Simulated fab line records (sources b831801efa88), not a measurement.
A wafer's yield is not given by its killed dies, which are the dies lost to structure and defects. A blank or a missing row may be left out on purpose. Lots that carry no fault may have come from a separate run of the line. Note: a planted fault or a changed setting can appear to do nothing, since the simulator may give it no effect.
fab line records | flow sky130 | part 2 of 2: steps 36 to 48 of 48
[record] lots = 5 wafers = 15 last_day = 50
route steps=708 shown VT_ADJUST_HVTR@131 VT_ADJUST_PCH@143 SONOS_TUNNEL@154 SONOS_ONO@168
lots with no fault: from the same line, run without faults
start_h: the number of hours between the record's first day and the start of the first shown wafer of the lot | wait_h: hours since the lot's step before | " same as the row above | L1.1+2: one row covering several wafers at once | - no value, or no start given | * or withheld: withheld | < > ~ a bound
route shown NAME@n: NAME is a module with steps in the file, n the number in the route of the first one | usual: mean/standard deviation of fault-free wafers | same: alike in all rows | chamber/n: place in a boat | sites: per-site readings | _std_site: the standard deviation of these | _edge_site: mean of outer sites minus mean of inner sites | radius_mm: for every site, how far away it sits from the centre of the wafer | mask NAME#n: copy n | behind: the tool/chamber that last shaped the wafer | hold: what put the lot on hold/how long, in hours/how the hold closed | device: the transistor (n, p or np) that didn't switch | end of line: tests run on the same wafers once the route is complete | a step without rows: its recipe alone | killed: not the wafer's yield, but the dies lost to structure and defects at the first sort | map: a wafer's dies, x killed, . not, _ none there
set.NAME: the setting as run; set.NAME@STEP: as run at that earlier step | model.NAME: the simulator's own value behind a step, which no gauge read
lots seen at some steps along the route; tables by step, rows by wafer
services: the hour from which a tool's chamber was out of use, counted from the record's first day as start_h (under 0 if before that day), plus the number of hours and why
[[steps]]
[step SKY_SONOS_TUNNEL_TW_MEAS_12]
[usual] SONOS_TUNNEL_TW = 197.7/1.1
// columns lot.wafer tool chamber start_h wait_h SONOS_TUNNEL_TW
L074.1 film_metro-01 - 247.23 0.0 198.8
L074.3 " - " " 197.3
L074.6 " - " " 198.3
L076.2 film_metro-02 - 261.04 0.0 198.7
L076.3 " - " " 198.3
L076.4 " - " " 198.3
L078.1 film_metro-02 - 281.32 0.0 198.6
L078.2 " - " " 198.9
L078.4 " - " " 197.8
L085.1 film_metro-01 - 340.18 0.0 198.1
L085.4 " - " " 198.5
L085.5 " - " " 198.2
L095.4 film_metro-01 - 421.10 0.0 197.3
L095.5 " - " " 195.7
L095.6 " - " " 197.0
[step SKY_SONOS_TUNNEL_CLEAN_13]
[recipe] chemistry = dHF time_s = 20 dilution = 100:1 dry = ipa_marangoni
// columns lot.wafer tool chamber start_h wait_h
L074.1+3+6 wet_bench-03 2 247.29 0.1
L076.2+3+4 wet_bench-03 1 261.09 0.0
L078.1+2+4 wet_bench-02 2 281.38 0.1
L085.1+4+5 wet_bench-03 1 340.24 0.1
L095.4+5+6 wet_bench-02 2 421.13 0.0
[step SKY_SONOS_ONO_OXIDATION_00]
[recipe] temp_c = 800 ambient = O2 idle_temp_c = 700 ramp_up_c_per_min = 10 ramp_down_c_per_min = 3 stabilise_s = 600 purge_s = 300 target_thk_a = 26 ox_time_s = 1249
[usual] tube_center_temp_C = 800.01/0.067
// columns lot.wafer tool chamber start_h wait_h tube_center_temp_C
L074.1 furnace-02 0 248.60 1.3 799.91
L074.3 " 0 " " 800.05
L074.6 " 0 " " 799.95
L076.2 furnace-02 0 261.43 0.3 800.08
L076.3 " 0 " " 799.98
L076.4 " 0 " " 800.23
L078.1 furnace-01 0 282.70 1.3 799.96
L078.2 " 0 " " 799.97
L078.4 " 0 " " 799.94
L085.1 furnace-02 0 341.73 1.5 800.16
L085.4 " 0 " " 800.03
L085.5 " 0 " " 800.1
L095.4 furnace-01 0 422.93 1.8 800.1
L095.5 " 0 " " 799.95
L095.6 " 0 " " 799.97
[step SKY_SONOS_ONO_THK_MEAS_01]
[recipe] reads = SiO2_of_SONOS_ONO_OXIDATION_00
[usual] SONOS_ONO_OXIDATION_THK = 2.59/0.059
// columns lot.wafer tool chamber start_h wait_h SONOS_ONO_OXIDATION_THK[nm]
L074.1 film_metro-03 - 249.95 0.0 2.66
L074.3 " - " " 2.56
L074.6 " - " " 2.69
L076.2 film_metro-03 - 262.78 0.0 2.54
L076.3 " - " " 2.51
L076.4 " - " " 2.51
L078.1 film_metro-03 - 284.05 0.0 2.64
L078.2 " - " " 2.61
L078.4 " - " " 2.63
L085.1 film_metro-03 - 343.08 0.0 2.66
L085.4 " - " " 2.68
L085.5 " - " " 2.65
L095.4 film_metro-03 - 424.30 0.0 2.52
L095.5 " - " " 2.60
L095.6 " - " " 2.53
[step SKY_SONOS_ONO_CVD_02]
[recipe] material = Si3N4 precursor = DCS/NH3 target_thk_nm = 10.5 temp_c = 770 time_s = 180 pressure_mtorr = 250
// columns lot.wafer tool chamber start_h wait_h
L074.1+3+6 lpcvd-02 0 251.65 1.7
L076.2+3+4 lpcvd-02 1 265.14 2.3
L078.1+2+4 lpcvd-02 1 285.19 1.1
L085.1+4+5 lpcvd-02 1 343.14 0.1
L095.4+5+6 lpcvd-02 0 424.96 0.6
[step SKY_SONOS_ONO_THK_MEAS_03]
[recipe] reads = Si3N4_of_SONOS_ONO_CVD_02
[usual] SONOS_ONO_CVD_02_THK = 10.48/0.15
// columns lot.wafer tool chamber start_h wait_h SONOS_ONO_CVD_02_THK[nm]
L074.1 film_metro-04 - 252.70 0.0 10.14
L074.3 " - " " 10.23
L074.6 " - " " 10.47
L076.2 film_metro-04 - 266.20 0.0 10.38
L076.3 " - " " 10.34
L076.4 " - " " 10.30
L078.1 film_metro-04 - 286.24 0.0 10.55
L078.2 " - " " 10.42
L078.4 " - " " 10.59
L085.1 film_metro-03 - 344.19 0.0 10.43
L085.4 " - " " 10.49
L085.5 " - " " 10.66
L095.4 film_metro-03 - 426.04 0.0 10.54
L095.5 " - " " 10.52
L095.6 " - " " 10.52
[step SKY_SONOS_ONO_CVD_04]
[recipe] material = SiO2 precursor = SiH4/N2O target_thk_nm = 5.7199 temp_c = 900 pressure_mtorr = 400
// columns lot.wafer tool chamber start_h wait_h
L074.1+3+6 lpcvd-03 1 252.76 0.1
L076.2+3+4 lpcvd-03 0 266.25 0.0
L078.1+2+4 lpcvd-03 0 286.30 0.1
L085.1+4+5 lpcvd-03 1 357.72 13.5
L095.4+5+6 lpcvd-03 1 426.07 0.0
[step SKY_SONOS_ONO_THK_MEAS_05]
[recipe] reads = SiO2_of_SONOS_ONO_CVD_04
[usual] SONOS_ONO_CVD_04_THK = 5.74/0.1
// columns lot.wafer tool chamber start_h wait_h SONOS_ONO_CVD_04_THK[nm]
L074.1 film_metro-02 - 254.01 0.0 5.71
L074.3 " - " " 5.84
L074.6 " - " " 5.79
L076.2 film_metro-04 - 267.51 0.0 5.78
L076.3 " - " " 5.73
L076.4 " - " " 5.76
L078.1 film_metro-04 - 287.55 0.0 5.73
L078.2 " - " " 5.59
L078.4 " - " " 5.61
L085.1 film_metro-03 - 358.97 0.0 5.81
L085.4 " - " " 5.76
L085.5 " - " " 5.79
L095.4 film_metro-03 - 427.97 0.0 5.72
L095.5 " - " " 5.73
L095.6 " - " " 5.88
[step SKY_SONOS_ONO_DEHYDRATE_06]
[recipe] temp_c = 200 time_s = 60
// columns lot.wafer tool chamber start_h wait_h
L074.1+3+6 litho_track-04 0 264.20 10.2
L076.2+3+4 litho_track-02 0 279.28 11.8
L078.1+2+4 litho_track-02 0 299.75 12.2
L085.1+4+5 litho_track-02 0 371.95 13.0
L095.4+5+6 litho_track-04 0 442.97 15.0
[step SKY_SONOS_ONO_HMDS_07]
[recipe] prime_time_s = 60 prime_temp_c = 120
// columns lot.wafer tool chamber start_h wait_h
L074.1+3+6 litho_track-04 0 264.35 0.1
L076.2+3+4 litho_track-02 0 279.43 0.1
L078.1+2+4 litho_track-02 0 299.90 0.1
L085.1+4+5 litho_track-02 0 372.10 0.1
L095.4+5+6 litho_track-04 0 443.12 0.1
[step SKY_SONOS_ONO_COAT_08]
[recipe] resist = NOVOLAK spin_rpm = 3000 resist_thk_nm = 1140
[usual] spin_speed_rpm = 3000.0/2.1
// columns lot.wafer tool chamber start_h wait_h spin_speed_rpm
L074.1 litho_track-04 0 264.50 0.1 2996.9
L074.3 " 0 " " 2997.5
L074.6 " 0 " " 3000.1
L076.2 litho_track-02 0 279.58 0.1 3000.7
L076.3 " 0 " " 2998.7
L076.4 " 0 " " 3000.7
L078.1 litho_track-02 0 300.05 0.1 3000.8
L078.2 " 0 " " 3000.8
L078.4 " 0 " " 3001.8
L085.1 litho_track-02 0 372.25 0.1 3000.8
L085.4 " 0 " " 2996.3
L085.5 " 0 " " 3000.2
L095.4 litho_track-04 0 443.27 0.1 2996.9
L095.5 " 0 " " 2999.0
L095.6 " 0 " " 2999.6
[step SKY_SONOS_ONO_SOFTBAKE_09]
[recipe] temp_c = 90 time_s = 60 resist = NOVOLAK
// columns lot.wafer tool chamber start_h wait_h
L074.1+3+6 litho_track-04 0 264.65 0.1
L076.2+3+4 litho_track-02 0 279.73 0.1
L078.1+2+4 litho_track-02 0 300.20 0.1
L085.1+4+5 litho_track-02 0 372.40 0.1
L095.4+5+6 litho_track-04 0 443.42 0.1
[step SKY_SONOS_ONO_EXPOSE_10]
[recipe] mask_id = ONOM target_cd_nm = 410 na = 0.6 source_shape = conventional sigma_outer = 0.6 dose_mj = 150
[same] na = 0.6
// columns lot.wafer tool chamber start_h wait_h mask
L074.1+3+6 iline_stepper-02 0 - - ONOM#0
L076.2+3+4 iline_stepper-01 0 - - ONOM#0
L078.1+2+4 iline_stepper-01 0 - - ONOM#0
L085.1+4+5 iline_stepper-02 0 - - ONOM#0
L095.4+5+6 iline_stepper-01 0 - - ONOM#0
[[services]]
// columns tool chamber start_h hours kind
lpcvd-03 - 166.69 1.3 repair
lpcvd-02 - 168.20 1.7 repair
iline_stepper-02 - 177.73 4.4 pm
implanter-04 - 187.61 2.0 repair
iline_stepper-01 - 189.74 1.7 pm
iline_stepper-01 - 211.66 8.9 pm
iline_stepper-02 - 216.83 3.2 repair
iline_stepper-02 - 220.65 1.7 pm
implanter-03 - 233.50 4.1 repair
implanter-03 - 239.90 5.3 pm
implanter-03 - 266.98 2.1 repair
iline_stepper-01 - 272.45 7.4 repair
iline_stepper-02 - 300.33 2.1 pm
wet_bench-02 - 309.27 4.3 repair
wet_bench-03 - 309.47 5.8 repair
iline_stepper-02 - 316.19 3.8 repair
lpcvd-03 - 329.62 28.1 pm
iline_stepper-02 - 349.79 2.3 repair
implanter-03 - 359.86 1.0 repair
lpcvd-02 - 383.48 2.8 pm
wet_bench-04 - 391.02 4.4 pm
implanter-03 - 406.04 3.6 pm
wet_bench-02 - 427.57 2.8 repair
iline_stepper-02 - 435.96 1.7 pm
